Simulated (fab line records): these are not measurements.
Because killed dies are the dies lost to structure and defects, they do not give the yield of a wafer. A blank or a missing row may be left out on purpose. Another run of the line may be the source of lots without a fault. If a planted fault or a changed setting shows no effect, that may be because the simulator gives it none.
The tool behind it: which one? -- flow gf180mcu -- 33 wafers from 11 lots sampled at 6 of the route's 602 steps

WHAT THE GAUGES READ, wafer by wafer
GF_PSD_CD_MEAS_07: the cd target is 400 nm.
lot,measured,on,cd_nm (nm)
L556,day 14 13:15,cd_sem-01,397.3 396.8 399.3
L559,day 15 01:35,cd_sem-01,400.2 399.5 396.5
L560,day 15 16:22,cd_sem-02,402.0 402.8 401.6
L566,day 17 18:28,cd_sem-02,401.2 397.3 398.6
L567,day 18 05:40,cd_sem-01,400.8 400.4 399.9
L568,day 18 15:29,cd_sem-02,401.5 403.3 402.1
L569,day 19 04:15,cd_sem-01,400.0 399.7 402.3
L575,day 21 08:01,cd_sem-01,399.3 399.3 398.7
L576,day 21 16:24,cd_sem-02,399.5 400.3 402.5
L578,day 22 03:41,cd_sem-02,398.2 396.0 399.0
L579,day 22 12:16,cd_sem-02,397.2 400.7 397.4

GF_PSD_RS_MEAS_14: the measuring method here is four-point-probe.
lot,measured,on,NSD_RS (ohm/sq)
L556,day 14 13:51,film_metro-04,46.24 46.15 46.27
L559,day 15 02:11,film_metro-02,46.05 46.06 46.10
L560,day 15 16:58,film_metro-04,46.09 46.10 46.11
L566,day 17 19:04,film_metro-02,46.13 46.36 46.20
L567,day 18 06:15,film_metro-02,45.55 45.56 45.42
L568,day 18 16:06,film_metro-03,45.65 45.55 45.65
L569,day 19 04:51,film_metro-02,46.08 46.18 46.10
L575,day 21 08:40,film_metro-03,46.02 46.10 46.06
L576,day 21 17:00,film_metro-03,46.02 46.13 46.03
L578,day 22 04:17,film_metro-04,46.00 46.15 46.13
L579,day 22 12:52,film_metro-03,46.06 46.15 46.14

WHAT TOOL EACH LOT RAN ON (gives the tool, then ch and the chambers of the sampled wafers, and finally the start)
lot,GF_HV_LDD_STRIP_10,GF_HV_LDD_STRIP_22,GF_NSD_IMPLANT_09,GF_NSD_STRIP_11
L556,"plasma_asher-01 ch 0,1, day 10 08:01","plasma_asher-01 ch 0,1, day 11 01:49","implanter-03 ch 0, day 13 16:15","plasma_asher-04 ch 0,1, day 13 16:33"
L559,"plasma_asher-02 ch 0,1, day 10 18:58","plasma_asher-02 ch 0,1, day 11 14:13","implanter-04 ch 0, day 14 04:41","plasma_asher-02 ch 1, day 14 04:58"
L560,"plasma_asher-03 ch 0,1, day 11 08:25","plasma_asher-02 ch 0,1, day 12 03:22","implanter-01 ch 0, day 14 19:18","plasma_asher-02 ch 0,1, day 14 19:36"
L566,"plasma_asher-03 ch 0,1, day 13 03:35","plasma_asher-02 ch 0,1, day 13 23:49","implanter-03 ch 0, day 16 18:48","plasma_asher-01 ch 0,1, day 16 19:06"
L567,"plasma_asher-03 ch 0, day 13 12:51","plasma_asher-02 ch 0,1, day 14 09:28","implanter-03 ch 0, day 17 06:24","plasma_asher-02 ch 0,1, day 17 06:42"
L568,"plasma_asher-01 ch 0,1, day 13 20:00","plasma_asher-01 ch 0,1, day 14 17:22","implanter-03 ch 0, day 17 15:58","plasma_asher-04 ch 0,1, day 17 16:16"
L569,"plasma_asher-01 ch 0,1, day 14 06:23","plasma_asher-01 ch 0,1, day 15 04:11","implanter-01 ch 0, day 18 03:49","plasma_asher-02 ch 0,1, day 18 04:05"
L575,"plasma_asher-01 ch 0,1, day 16 05:25","plasma_asher-02 ch 1, day 17 04:08","implanter-04 ch 0, day 20 07:32","plasma_asher-01 ch 0,1, day 20 07:49"
L576,"plasma_asher-01 ch 0,1, day 16 12:55","plasma_asher-03 ch 1, day 17 11:28","implanter-04 ch 0, day 20 15:57","plasma_asher-01 ch 0,1, day 20 16:15"
L578,"plasma_asher-01 ch 0,1, day 17 01:43","plasma_asher-01 ch 0,1, day 18 01:13","implanter-03 ch 0, day 21 04:39","plasma_asher-01 ch 0,1, day 21 04:57"
L579,"plasma_asher-03 ch 0, day 17 08:21","plasma_asher-01 ch 0, day 18 08:21","implanter-04 ch 0, day 21 12:35","plasma_asher-02 ch 0,1, day 21 12:51"
- GF_HV_LDD_STRIP_10: strips in O2/N2.
- GF_HV_LDD_STRIP_22: strips in O2/N2.
- GF_NSD_IMPLANT_09
- GF_NSD_STRIP_11: strips in O2/N2.

WHAT THE TOOLS THEMSELVES READ (means of the sampled wafers that have a number; where no wafer has one, the mark that the record gives instead)
GF_HV_LDD_STRIP_10.
lot,tool,chamber_pressure_mTorr (mTorr),drypump_motor_current_A (A),heater_power_w (W),oes_product_au (a.u.),strip_time_to_endpoint_s (s)
L556,plasma_asher-01,1500.6,5.1,302,0.715,12.60
L559,plasma_asher-02,1499.4,6.0,367,0.717,12.57
L560,plasma_asher-03,1500.4,5.6,345,0.717,12.60
L566,plasma_asher-03,1500.4,5.6,358,0.715,12.63
L567,plasma_asher-03,1500.8,5.6,347,0.719,12.56
L568,plasma_asher-01,1499.7,5.1,302,0.715,12.62
L569,plasma_asher-01,1499.9,5.1,300,0.710,12.67
L575,plasma_asher-01,1500.1,5.1,303,0.713,12.59
L576,plasma_asher-01,1498.5,5.2,304,0.716,12.63
L578,plasma_asher-01,1499.8,5.1,305,0.721,12.62
L579,plasma_asher-03,1500.0,5.6,350,0.719,12.55

GF_HV_LDD_STRIP_22.
lot,tool,chamber_pressure_mTorr (mTorr),drypump_motor_current_A (A),heater_power_w (W),oes_product_au (a.u.),strip_time_to_endpoint_s (s)
L556,plasma_asher-01,1499.2,5.1,301,0.719,12.60
L559,plasma_asher-02,1500.5,6.0,406,0.716,12.62
L560,plasma_asher-02,1499.4,6.0,405,0.713,12.64
L566,plasma_asher-02,1500.2,6.0,364,0.716,12.62
L567,plasma_asher-02,1500.6,6.0,374,0.709,12.65
L568,plasma_asher-01,1500.2,5.3,307,0.721,12.61
L569,plasma_asher-01,1500.9,5.3,305,0.718,12.59
L575,plasma_asher-02,1500.5,6.0,447,0.716,12.65
L576,plasma_asher-03,1499.9,5.6,366,0.713,12.60
L578,plasma_asher-01,1500.5,5.1,305,0.713,12.66
L579,plasma_asher-01,1499.5,4.9,295,0.717,12.60

GF_NSD_IMPLANT_09.
lot,tool,dose_ions_cm2
L556,implanter-03,4e+15
L559,implanter-04,4e+15
L560,implanter-01,4e+15
L566,implanter-03,4e+15
L567,implanter-03,4e+15
L568,implanter-03,4e+15
L569,implanter-01,4e+15
L575,implanter-04,4e+15
L576,implanter-04,4e+15
L578,implanter-03,4e+15
L579,implanter-04,4e+15

GF_NSD_STRIP_11.
lot,tool,chamber_pressure_mTorr (mTorr),drypump_motor_current_A (A),heater_power_w (W),oes_product_au (a.u.),strip_time_to_endpoint_s (s)
L556,plasma_asher-04,1500.1,5.9,357,0.490,22.97
L559,plasma_asher-02,1500.4,6.0,451,0.487,22.98
L560,plasma_asher-02,1500.4,6.0,368,0.485,22.99
L566,plasma_asher-01,1499.9,5.3,305,0.492,22.92
L567,plasma_asher-02,1500.1,6.0,409,0.486,23.26
L568,plasma_asher-04,1500.0,5.9,354,0.485,23.29
L569,plasma_asher-02,1499.8,6.0,403,0.485,22.91
L575,plasma_asher-01,1500.1,5.1,299,0.486,22.88
L576,plasma_asher-01,1499.5,5.1,303,0.491,22.95
L578,plasma_asher-01,1501.1,5.3,298,0.485,22.97
L579,plasma_asher-02,1500.6,6.0,361,0.491,22.98

THE ANSWER, worked out from the rows above alone
Rule: usual is defined by the lots themselves. Put in order of their means at a reading, lots are off if they are a third of the lots or fewer, leave a main group of 4 or more, and stand apart from it by a gap of 3 or more times the standard deviation of the main group's means; of several such gaps the widest counts. Not used: any main group whose means are identical at the precision the tables above print for the reading. Also off: a lot with no number at a reading for which 4 or more lots have one. Any other lot the step has rows for is counted as sound. First the gauges in route order, then the tools' own readings, where a lot's mean is used as printed above. The first step at which some lot is off is used, and at that step the reading that is off furthest; a lot without a number counts as furthest.
Off: at GF_PSD_RS_MEAS_14 (NSD_RS), L567, L568. Mean 46.12 ohm/sq and standard deviation 0.06 in the main group.
If a tool, at a process step before that reading, ran all the lots that are off and no sound lot after the first of them, it fits. Not tried: the gauges at GF_PSD_RS_MEAS_14; whatever is off there is also off at GF_NSD_STRIP_11, on other tools, and gauge error can't account for it. No candidate that was tried fits.

WHAT THE SIMULATOR HAD PUT IN
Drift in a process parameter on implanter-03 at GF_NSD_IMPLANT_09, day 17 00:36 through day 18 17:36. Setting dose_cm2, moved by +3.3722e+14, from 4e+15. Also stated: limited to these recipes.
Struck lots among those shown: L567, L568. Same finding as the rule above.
